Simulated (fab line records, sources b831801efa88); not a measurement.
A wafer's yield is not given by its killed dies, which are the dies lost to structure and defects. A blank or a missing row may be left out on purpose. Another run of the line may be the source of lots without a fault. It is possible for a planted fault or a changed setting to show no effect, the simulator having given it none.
fab line records	flow gf180mcu	part 1 of 2: steps 1 to 25 of 36
record: lots: 5	wafers: 15	last_day: 33
route steps=602 shown V4@489 MIM@503
lots untouched by any fault: they come from a run of this same line in which no faults occurred
start_h: hours from the record's first day to the start of the lot's first wafer shown	wait_h: how many hours have passed since the lot's step before this one	" identical to the entry in the row above	L1.1+2: several wafers, shown together as one row	- no value present, or no start provided	* or withheld: withheld	< > ~ a bound
route shown NAME@n: names a module that has steps shown in the file, with the first one's number in the route	usual: average and standard deviation across the fault-free wafers	same: alike in all rows	chamber/n: place in a boat	sites: readings site by site	_std_site: how widely they spread, as a standard deviation	_edge_site: inner sites' mean taken away from outer sites' mean	radius_mm: for every site, how far away it sits from the centre of the wafer	mask NAME#n: copy n	behind: the tool/chamber that last shaped the wafer	hold: the reason the lot was held/the length of the hold in hours/how it ended	device: which transistor (n, p or np) failed to switch	end of line: at the end of the route, the tests of the same wafers	a step without rows: its recipe alone	killed: dies lost to structure and defects at the first sort, not the wafer's yield	map: a wafer's dies, x killed, . not, _ none there
set.NAME: setting as actually run; set.NAME@STEP: the setting as run at that earlier step	model.NAME: the simulator's own value behind a step, which no gauge read
lots at selected steps of the route; one table per step, one row per wafer
services: from which hour (start_h, from the record's first day; less than 0 if before it) a tool's chamber was out of use, for how many hours, and why
== steps ==
step: GF_V4_DEVELOP_13
recipe: develop_time_s: 60	resist: KrF	dev_temp_c: 21
same: develop_time_s: 60
lot.wafer	tool	chamber	start_h	wait_h
L078.1+3+4	litho_track-03	0	597.43	0.2
L079.1+2+3	litho_track-02	0	609.18	0.2
L085.1+2+5	litho_track-03	0	645.13	0.2
L092.2+3+4	litho_track-03	0	695.61	0.2
L093.1+2+3	litho_track-02	0	702.38	0.2
step: GF_V4_CD_MEAS_14
recipe: target_cd_nm: 260
usual: cd_nm: 260.0/1.4
lot.wafer	tool	chamber	start_h	wait_h	cd_nm
L078.1	cd_sem-01	-	597.58	0.1	260.8
L078.3	"	-	"	"	259.7
L078.4	"	-	"	"	258.8
L079.1	cd_sem-01	-	609.33	0.1	260.9
L079.2	"	-	"	"	260.7
L079.3	"	-	"	"	260.7
L085.1	cd_sem-01	-	645.28	0.1	260.5
L085.2	"	-	"	"	259.5
L085.5	"	-	"	"	259.6
L092.2	cd_sem-01	-	695.75	0.1	258.0
L092.3	"	-	"	"	259.1
L092.4	"	-	"	"	258.3
L093.1	cd_sem-01	-	702.53	0.1	259.9
L093.2	"	-	"	"	260.2
L093.3	"	-	"	"	258.9
step: GF_V4_OVL_MEAS_15
usual: V4_OVL: -1/5.7
lot.wafer	tool	chamber	start_h	wait_h	V4_OVL[nm]
L078.1	overlay-02	-	597.70	0.1	-3
L078.3	"	-	"	"	-9
L078.4	"	-	"	"	-8
L079.1	overlay-02	-	609.45	0.1	-10
L079.2	"	-	"	"	-1
L079.3	"	-	"	"	-3
L085.1	overlay-01	-	645.40	0.1	-15
L085.2	"	-	"	"	-10
L085.5	"	-	"	"	-9
L092.2	overlay-01	-	695.86	0.1	5
L092.3	"	-	"	"	0
L092.4	"	-	"	"	-3
L093.1	overlay-01	-	702.65	0.1	-8
L093.2	"	-	"	"	-7
L093.3	"	-	"	"	-9
step: GF_V4_ETCH_16
recipe: chemistry: N2/H2	target_depth_a: withheld	overetch_a: withheld	time_s: withheld	target: BARC	ion_energy_ev: 200	source_w: 500	bias_w: 100	pressure_mtorr: 30	n2_flow_sccm: 100	h2_flow_sccm: 200
usual: drypump_motor_current_A: 5.8/0.43	oes_product_au: 0.855/0.0046	throttle_valve_pct: 13.225/0.0094
lot.wafer	tool	chamber	start_h	wait_h	drypump_motor_current_A	oes_product_au	throttle_valve_pct
L078.1	rie_diel-03	2	597.74	0.0	6.3	0.854	13.218
L078.3	"	3	"	"	5.0	0.855	13.205
L078.4	"	0	"	"	5.3	0.854	13.223
L079.1	rie_diel-03	1	609.49	0.0	5.7	0.857	13.221
L079.2	"	3	"	"	5.0	0.848	13.228
L079.3	"	0	"	"	5.3	0.853	13.222
L085.1	rie_diel-03	2	645.44	0.0	6.3	0.855	13.239
L085.2	"	0	"	"	5.3	0.853	13.217
L085.5	"	0	"	"	5.3	0.852	13.231
L092.2	rie_diel-03	0	695.89	0.0	5.3	0.854	13.209
L092.3	"	2	"	"	6.3	0.864	13.206
L092.4	"	1	"	"	5.6	0.861	13.242
L093.1	rie_diel-01	2	702.69	0.0	6.3	0.857	13.221
L093.2	"	0	"	"	6.0	0.851	13.220
L093.3	"	3	"	"	6.1	0.860	13.231
step: GF_V4_ETCH_17
recipe: chemistry: C4F8/O2/Ar	mask_material: KrF	target: SiO2	stop_on: TiN	source_w: 1500	bias_w: 1200	pressure_mtorr: 40	c4f8_flow_sccm: withheld	O2_flow_sccm: 6	Ar_flow_sccm: 300	time_s: withheld	target_depth_a: 6300
usual: oes_product_au: 0.855/0.0039
lot.wafer	tool	chamber	start_h	wait_h	oes_product_au
L078.1	rie_diel-03	2	-	-	0.856
L078.3	"	3	"	"	0.847
L078.4	"	0	"	"	0.855
L079.1	rie_diel-03	1	-	-	0.860
L079.2	"	3	"	"	0.853
L079.3	"	0	"	"	0.853
L085.1	rie_diel-03	2	-	-	0.857
L085.2	"	0	"	"	0.859
L085.5	"	0	"	"	0.857
L092.2	rie_diel-03	0	-	-	0.851
L092.3	"	2	"	"	0.862
L092.4	"	1	"	"	0.848
L093.1	rie_diel-01	2	-	-	0.860
L093.2	"	0	"	"	0.851
L093.3	"	3	"	"	0.851
step: GF_V4_STRIP_18
recipe: chemistry: O2/N2	power_w: 1400	pressure_mtorr: 1500	platen_temp_c: 250	o2_flow_sccm: 3000	n2_flow_sccm: 300	overash_fraction: 0.5
usual: drypump_motor_current_A: 5.6/0.39	heater_power_w: 335/20	oes_product_au: 0.593/0.005
same: overash_fraction: 0.5
lot.wafer	tool	chamber	start_h	wait_h	drypump_motor_current_A	heater_power_w	oes_product_au	rf_hours_counter_h
L078.1	plasma_asher-04	0	597.87	-	5.9	334	0.593	95
L078.3	"	0	"	"	6.0	339	0.598	-
L078.4	"	1	"	"	5.2	320	0.598	-
L079.1	plasma_asher-01	1	609.62	-	5.9	376	0.599	53
L079.2	"	0	"	"	5.8	300	0.593	53
L079.3	"	0	"	"	5.8	305	0.588	-
L085.1	plasma_asher-03	0	645.57	-	4.9	328	0.590	22
L085.2	"	1	"	"	6.0	340	0.592	22
L085.5	"	0	"	"	4.9	324	0.591	-
L092.2	plasma_asher-04	1	696.02	-	5.2	320	0.597	105
L092.3	"	0	"	"	6.0	333	0.587	-
L092.4	"	1	"	"	5.2	325	0.600	-
L093.1	plasma_asher-04	1	702.82	-	5.2	330	0.593	106
L093.2	"	0	"	"	6.0	345	0.596	106
L093.3	"	0	"	"	5.9	333	0.590	-
step: GF_V4_STRIP_19
recipe: chemistry: post_etch_residue_remover	time_s: 1200	temp_c: 72.5
usual: temp_c: 72.50/0.12
lot.wafer	tool	chamber	start_h	wait_h	temp_c
L078.1	wet_bench-04	3	597.97	0.1	72.65
L078.3	"	3	"	"	72.44
L078.4	"	3	"	"	72.56
L079.1	wet_bench-02	2	609.72	0.1	72.67
L079.2	"	2	"	"	72.60
L079.3	"	2	"	"	72.46
L085.1	wet_bench-03	2	645.67	0.1	72.73
L085.2	"	2	"	"	72.71
L085.5	"	2	"	"	72.65
L092.2	wet_bench-03	1	696.12	0.1	72.27
L092.3	"	1	"	"	72.38
L092.4	"	1	"	"	72.55
L093.1	wet_bench-04	1	702.93	0.1	72.53
L093.2	"	1	"	"	72.46
L093.3	"	1	"	"	72.46
step: GF_V4_CLEAN_20
recipe: chemistry: DIW	dry: n2_spin
lot.wafer	tool	chamber	start_h	wait_h
L078.1+3+4	wet_bench-04	1	598.31	0.0
L079.1+2+3	wet_bench-04	0	610.40	0.0
L085.1+2+5	wet_bench-04	3	646.10	0.0
L092.2+3+4	wet_bench-02	0	697.61	0.0
L093.1+2+3	wet_bench-03	1	703.27	0.0
step: GF_V4_SPUTTER_21
recipe: material: Ti	target_thk_nm: 15	chamber_pressure_pa: 5	power_w: 2500	substrate_temp_c: 200	time_s: 80.02
usual: throttle_valve_pct: 29.6/0.9
lot.wafer	tool	chamber	start_h	wait_h	throttle_valve_pct
L078.1	pvd_sputter-01	-	598.40	0.0	31.5
L078.3	"	-	"	"	30.0
L078.4	"	-	"	"	29.6
L079.1	pvd_sputter-03	-	610.49	0.0	30.2
L079.2	"	-	"	"	28.6
L079.3	"	-	"	"	28.8
L085.1	pvd_sputter-03	-	646.19	0.0	28.6
L085.2	"	-	"	"	28.9
L085.5	"	-	"	"	29.8
L092.2	pvd_sputter-04	-	697.79	0.0	29.8
L092.3	"	-	"	"	29.2
L092.4	"	-	"	"	28.8
L093.1	pvd_sputter-01	-	703.47	0.0	31.4
L093.2	"	-	"	"	29.9
L093.3	"	-	"	"	30.2
step: GF_V4_SPUTTER_22
recipe: material: TiN	target_thk_nm: 10	chamber_pressure_pa: 5	power_w: 4000	time_s: 40
usual: throttle_valve_pct: 29.6/0.9
lot.wafer	tool	chamber	start_h	wait_h	throttle_valve_pct
L078.1	pvd_sputter-01	-	598.46	0.0	31.5
L078.3	"	-	"	"	30.0
L078.4	"	-	"	"	29.7
L079.1	pvd_sputter-03	-	610.55	0.0	29.7
L079.2	"	-	"	"	28.9
L079.3	"	-	"	"	28.6
L085.1	pvd_sputter-03	-	646.25	0.0	28.8
L085.2	"	-	"	"	29.0
L085.5	"	-	"	"	30.1
L092.2	pvd_sputter-04	-	697.86	0.0	29.9
L092.3	"	-	"	"	29.1
L092.4	"	-	"	"	28.8
L093.1	pvd_sputter-01	-	703.53	0.0	31.5
L093.2	"	-	"	"	30.2
L093.3	"	-	"	"	30.1
step: GF_V4_CVD_23
recipe: material: W	target_thk_nm: 350	time_s: 104.9	temp_c: 400	pressure_torr: 40
usual: heater_power_w: 852/35
lot.wafer	tool	chamber	start_h	wait_h	heater_power_w
L078.1	cvd_w-02	0	598.50	0.0	895
L078.3	"	0	"	"	901
L078.4	"	1	"	"	802
L079.1	cvd_w-01	1	610.59	0.0	859
L079.2	"	0	"	"	872
L079.3	"	1	"	"	857
L085.1	cvd_w-01	1	646.29	0.0	840
L085.2	"	0	"	"	847
L085.5	"	0	"	"	854
L092.2	cvd_w-02	0	697.90	0.0	914
L092.3	"	0	"	"	883
L092.4	"	1	"	"	813
L093.1	cvd_w-02	1	703.57	0.0	817
L093.2	"	0	"	"	908
L093.3	"	0	"	"	892
step: GF_V4_RS_MEAS_24
recipe: thk_meas_gauge: four-point-probe	reads: W_of_V4_CVD_23+TiN_of_V4_SPUTTER_22+Ti_of_V4_SPUTTER_21
usual: V4_W_RS: 0.328/0.0035
lot.wafer	tool	chamber	start_h	wait_h	V4_W_RS[ohm/sq]
L078.1	film_metro-04	-	598.61	0.1	0.329
L078.3	"	-	"	"	0.325
L078.4	"	-	"	"	0.330
L079.1	film_metro-02	-	610.70	0.1	0.327
L079.2	"	-	"	"	0.331
L079.3	"	-	"	"	0.332
L085.1	film_metro-04	-	646.40	0.1	0.328
L085.2	"	-	"	"	0.333
L085.5	"	-	"	"	0.334
L092.2	film_metro-03	-	698.04	0.1	0.321
L092.3	"	-	"	"	0.321
L092.4	"	-	"	"	0.324
L093.1	film_metro-04	-	703.69	0.1	0.326
L093.2	"	-	"	"	0.326
L093.3	"	-	"	"	0.324
step: GF_V4_THK_MEAS_25
recipe: thk_meas_gauge: xrf	reads: W_of_V4_CVD_23
usual: V4_W_THK: 350/7.1
lot.wafer	tool	chamber	start_h	wait_h	V4_W_THK[nm]
L078.1	film_metro-04	-	598.73	0.1	351
L078.3	"	-	"	"	355
L078.4	"	-	"	"	349
L079.1	film_metro-02	-	610.82	0.1	343
L079.2	"	-	"	"	339
L079.3	"	-	"	"	339
L085.1	film_metro-04	-	646.52	0.1	356
L085.2	"	-	"	"	353
L085.5	"	-	"	"	351
L092.2	film_metro-03	-	698.15	0.1	353
L092.3	"	-	"	"	354
L092.4	"	-	"	"	350
L093.1	film_metro-04	-	703.81	0.1	361
L093.2	"	-	"	"	362
L093.3	"	-	"	"	364
step: GF_V4_CMP_26
recipe: stop_on: SiO2	down_force_psi: 3.5	platen_rpm: 60	t_overpolish_s: 15	target_thk_nm: 0	pad_velocity_m_s: 0.94248
usual: motor_current_A: 11.9/1.2	overpolish_run_s: 15.000/0.009	retaining_ring_pressure_frac: 1.000/0.0049	time_to_endpoint_s: 85/3
lot.wafer	tool	chamber	start_h	wait_h	motor_current_A	overpolish_run_s	retaining_ring_pressure_frac	time_to_endpoint_s
L078.3	cmp-01	1	598.79	0.0	9.8	14.995	1.001	83
L078.4	"	3	"	"	9.9	14.995	0.997	82
L078.1	"	0	"	"	13.1	14.993	0.999	86
L079.2	cmp-01	3	610.88	0.0	10.0	14.993	0.996	87
L079.3	"	0	"	"	12.5	14.990	0.994	83
L079.1	"	2	"	"	11.7	15.016	0.999	82
L085.2	cmp-02	0	646.66	0.1	11.9	15.012	0.996	81
L085.1	"	1	"	"	12.7	15.004	0.991	84
L085.5	"	1	"	"	13.5	15.012	0.995	84
L092.4	cmp-02	1	698.20	0.0	13.4	15.023	0.998	87
L092.3	"	2	"	"	12.4	15.010	0.996	86
L092.2	"	0	"	"	11.9	15.016	0.998	88
L093.2	cmp-02	1	704.35	0.5	13.4	15.013	0.997	90
L093.1	"	3	"	"	11.3	15.003	1.002	87
L093.3	"	0	"	"	12.2	14.999	0.999	87
step: GF_MIM_SPUTTER_00
recipe: material: Ti	target_thk_nm: 37.5	arriving_ion_energy_ev: 80	substrate_temp_c: 200	chamber_pressure_pa: 2	power_w: 4000	time_s: 150
usual: throttle_valve_pct: 29.4/0.97
lot.wafer	tool	chamber	start_h	wait_h	throttle_valve_pct
L078.1	pvd_sputter-04	-	599.09	0.1	29.1
L078.3	"	-	"	"	28.2
L078.4	"	-	"	"	27.9
L079.1	pvd_sputter-02	-	611.18	0.1	30.2
L079.2	"	-	"	"	29.2
L079.3	"	-	"	"	27.1
L085.1	pvd_sputter-04	-	646.96	0.2	28.0
L085.2	"	-	"	"	28.9
L085.5	"	-	"	"	29.3
L092.2	pvd_sputter-01	-	698.50	0.1	30.0
L092.3	"	-	"	"	29.5
L092.4	"	-	"	"	31.6
L093.1	pvd_sputter-04	-	704.65	0.1	29.2
L093.2	"	-	"	"	28.8
L093.3	"	-	"	"	29.5
step: GF_MIM_SPUTTER_01
recipe: material: TiN	target_thk_nm: 30	power_w: 6500	time_s: 25	chamber_pressure_pa: 0.4
usual: throttle_valve_pct: 29.4/0.99
lot.wafer	tool	chamber	start_h	wait_h	throttle_valve_pct
L078.1	pvd_sputter-04	-	599.19	0.1	28.6
L078.3	"	-	"	"	27.9
L078.4	"	-	"	"	28.1
L079.1	pvd_sputter-02	-	611.28	0.1	30.5
L079.2	"	-	"	"	29.1
L079.3	"	-	"	"	27.1
L085.1	pvd_sputter-04	-	647.06	0.1	27.7
L085.2	"	-	"	"	29.2
L085.5	"	-	"	"	29.2
L092.2	pvd_sputter-01	-	698.60	0.1	29.9
L092.3	"	-	"	"	29.6
L092.4	"	-	"	"	31.7
L093.1	pvd_sputter-04	-	704.75	0.1	29.5
L093.2	"	-	"	"	28.9
L093.3	"	-	"	"	29.9
step: GF_MIM_SPUTTER_02
recipe: material: AlCu	target_thk_nm: 450	power_w: 10600	time_s: 23.9	chamber_pressure_pa: 0.4
usual: throttle_valve_pct: 29.4/0.97
lot.wafer	tool	chamber	start_h	wait_h	throttle_valve_pct
L078.1	pvd_sputter-04	-	599.22	0.0	28.9
L078.3	"	-	"	"	27.8
L078.4	"	-	"	"	28.0
L079.1	pvd_sputter-02	-	611.31	0.0	30.4
L079.2	"	-	"	"	29.0
L079.3	"	-	"	"	27.3
L085.1	pvd_sputter-04	-	647.09	0.0	27.8
L085.2	"	-	"	"	29.4
L085.5	"	-	"	"	29.3
L092.2	pvd_sputter-01	-	698.63	0.0	30.0
L092.3	"	-	"	"	29.6
L092.4	"	-	"	"	31.5
L093.1	pvd_sputter-04	-	704.78	0.0	28.9
L093.2	"	-	"	"	28.8
L093.3	"	-	"	"	29.7
step: GF_MIM_SPUTTER_03
recipe: material: Ti	target_thk_nm: 10	substrate_temp_c: 300	chamber_pressure_pa: 0.3	power_w: 3000	time_s: 6.7
usual: throttle_valve_pct: 29.4/0.98
lot.wafer	tool	chamber	start_h	wait_h	throttle_valve_pct
L078.1	pvd_sputter-04	-	599.25	0.0	28.9
L078.3	"	-	"	"	27.9
L078.4	"	-	"	"	28.3
L079.1	pvd_sputter-02	-	611.34	0.0	30.4
L079.2	"	-	"	"	29.2
L079.3	"	-	"	"	27.0
L085.1	pvd_sputter-04	-	647.12	0.0	28.2
L085.2	"	-	"	"	29.0
L085.5	"	-	"	"	29.1
L092.2	pvd_sputter-01	-	698.66	0.0	30.1
L092.3	"	-	"	"	29.7
L092.4	"	-	"	"	31.6
L093.1	pvd_sputter-04	-	704.81	0.0	29.3
L093.2	"	-	"	"	28.8
L093.3	"	-	"	"	30.0
step: GF_MIM_SPUTTER_04
recipe: material: TiN	target_thk_nm: 50	power_w: 6500	time_s: 41.7	chamber_pressure_pa: 0.4
usual: throttle_valve_pct: 29.4/0.96
lot.wafer	tool	chamber	start_h	wait_h	throttle_valve_pct
L078.1	pvd_sputter-04	-	599.27	0.0	29.1
L078.3	"	-	"	"	27.9
L078.4	"	-	"	"	27.9
L079.1	pvd_sputter-02	-	611.36	0.0	29.8
L079.2	"	-	"	"	29.2
L079.3	"	-	"	"	27.3
L085.1	pvd_sputter-04	-	647.14	0.0	27.8
L085.2	"	-	"	"	29.4
L085.5	"	-	"	"	29.6
L092.2	pvd_sputter-01	-	698.68	0.0	29.9
L092.3	"	-	"	"	29.7
L092.4	"	-	"	"	31.7
L093.1	pvd_sputter-04	-	704.83	0.0	29.2
L093.2	"	-	"	"	28.8
L093.3	"	-	"	"	29.7
step: GF_MIM_CVD_05
recipe: material: Si3N4	target_thk_nm: 42	temp_max_c: 400	temp_c: 385	time_s: 29.086	rf_w: 450
usual: heater_power_w: 635/79
lot.wafer	tool	chamber	start_h	wait_h	heater_power_w
L078.1	pecvd-04	1	599.31	0.0	785
L078.3	"	2	"	"	546
L078.4	"	1	"	"	781
L079.1	pecvd-03	0	611.40	0.0	712
L079.2	"	2	"	"	535
L079.3	"	1	"	"	727
L085.1	pecvd-02	1	647.18	0.0	681
L085.2	"	2	"	"	561
L085.5	"	1	"	"	685
L092.2	pecvd-02	2	698.72	0.0	509
L092.3	"	0	"	"	619
L092.4	"	1	"	"	683
L093.1	pecvd-04	0	704.87	0.0	596
L093.2	"	1	"	"	778
L093.3	"	2	"	"	546
step: GF_MIM_THK_MEAS_06
recipe: reads: Si3N4_of_MIM_CVD_05
usual: MIM_CVD_05_THK: 42.0/0.44
lot.wafer	tool	chamber	start_h	wait_h	MIM_CVD_05_THK[nm]
L078.1	film_metro-02	-	599.35	0.0	41.4
L078.3	"	-	"	"	41.4
L078.4	"	-	"	"	42.5
L079.1	film_metro-01	-	611.44	0.0	41.5
L079.2	"	-	"	"	41.6
L079.3	"	-	"	"	41.3
L085.1	film_metro-02	-	647.22	0.0	41.5
L085.2	"	-	"	"	41.3
L085.5	"	-	"	"	42.0
L092.2	film_metro-01	-	698.76	0.0	41.7
L092.3	"	-	"	"	41.8
L092.4	"	-	"	"	42.4
L093.1	film_metro-03	-	704.90	0.0	41.4
L093.2	"	-	"	"	41.6
L093.3	"	-	"	"	41.8
step: GF_MIM_SPUTTER_07
recipe: material: TiN	target_thk_nm: 60	power_w: 6500	time_s: 50	chamber_pressure_pa: 0.4
usual: throttle_valve_pct: 29.6/1.1
lot.wafer	tool	chamber	start_h	wait_h	throttle_valve_pct
L078.1	pvd_sputter-02	-	599.41	0.1	30.3
L078.3	"	-	"	"	30.3
L078.4	"	-	"	"	27.3
L079.1	pvd_sputter-01	-	611.50	0.1	31.6
L079.2	"	-	"	"	30.0
L079.3	"	-	"	"	29.9
L085.1	pvd_sputter-01	-	647.28	0.1	30.3
L085.2	"	-	"	"	31.6
L085.5	"	-	"	"	30.1
L092.2	pvd_sputter-02	-	698.81	0.0	30.1
L092.3	"	-	"	"	29.0
L092.4	"	-	"	"	30.3
L093.1	pvd_sputter-01	-	704.96	0.1	30.1
L093.2	"	-	"	"	31.2
L093.3	"	-	"	"	30.3
step: GF_MIM_SPUTTER_08
recipe: material: AlCu	target_thk_nm: 200	power_w: 10600	time_s: 10.6	chamber_pressure_pa: 0.4
usual: throttle_valve_pct: 29.6/1.2
lot.wafer	tool	chamber	start_h	wait_h	throttle_valve_pct
L078.1	pvd_sputter-02	-	599.45	0.0	30.3
L078.3	"	-	"	"	30.4
L078.4	"	-	"	"	27.1
L079.1	pvd_sputter-01	-	611.54	0.0	31.7
L079.2	"	-	"	"	30.0
L079.3	"	-	"	"	29.3
L085.1	pvd_sputter-01	-	647.32	0.0	29.9
L085.2	"	-	"	"	31.6
L085.5	"	-	"	"	30.4
L092.2	pvd_sputter-02	-	698.85	0.0	30.3
L092.3	"	-	"	"	29.0
L092.4	"	-	"	"	30.2
L093.1	pvd_sputter-01	-	705.01	0.0	29.9
L093.2	"	-	"	"	31.7
L093.3	"	-	"	"	30.2
step: GF_MIM_SPUTTER_09
recipe: material: TiN	target_thk_nm: 35	power_w: 6500	time_s: 29.2	chamber_pressure_pa: 0.4
usual: throttle_valve_pct: 29.6/1.2
lot.wafer	tool	chamber	start_h	wait_h	throttle_valve_pct
L078.1	pvd_sputter-02	-	599.47	0.0	30.4
L078.3	"	-	"	"	30.2
L078.4	"	-	"	"	27.1
L079.1	pvd_sputter-01	-	611.56	0.0	31.5
L079.2	"	-	"	"	30.0
L079.3	"	-	"	"	29.3
L085.1	pvd_sputter-01	-	647.34	0.0	29.8
L085.2	"	-	"	"	31.5
L085.5	"	-	"	"	30.2
L092.2	pvd_sputter-02	-	698.88	0.0	30.1
L092.3	"	-	"	"	29.3
L092.4	"	-	"	"	30.2
L093.1	pvd_sputter-01	-	705.03	0.0	29.9
L093.2	"	-	"	"	31.4
L093.3	"	-	"	"	30.4
step: GF_MIM_RS_MEAS_10
recipe: thk_meas_gauge: four-point-probe	reads: TiN_of_MIM_SPUTTER_09+AlCu_of_MIM_SPUTTER_08+TiN_of_MIM_SPUTTER_07
usual: MIM_ALCU_RS: 0.1601/0.0017
lot.wafer	tool	chamber	start_h	wait_h	MIM_ALCU_RS[ohm/sq]
L078.1	film_metro-03	-	599.51	0.0	0.1594
L078.3	"	-	"	"	0.1596
L078.4	"	-	"	"	0.1609
L079.1	film_metro-03	-	611.60	0.0	0.1595
L079.2	"	-	"	"	0.1571
L079.3	"	-	"	"	0.1597
L085.1	film_metro-03	-	647.37	0.0	0.1582
L085.2	"	-	"	"	0.1608
L085.5	"	-	"	"	0.1590
L092.2	film_metro-01	-	698.93	0.0	0.1626
L092.3	"	-	"	"	0.1612
L092.4	"	-	"	"	0.1601
L093.1	film_metro-03	-	705.06	0.0	0.1573
L093.2	"	-	"	"	0.1580
L093.3	"	-	"	"	0.1581
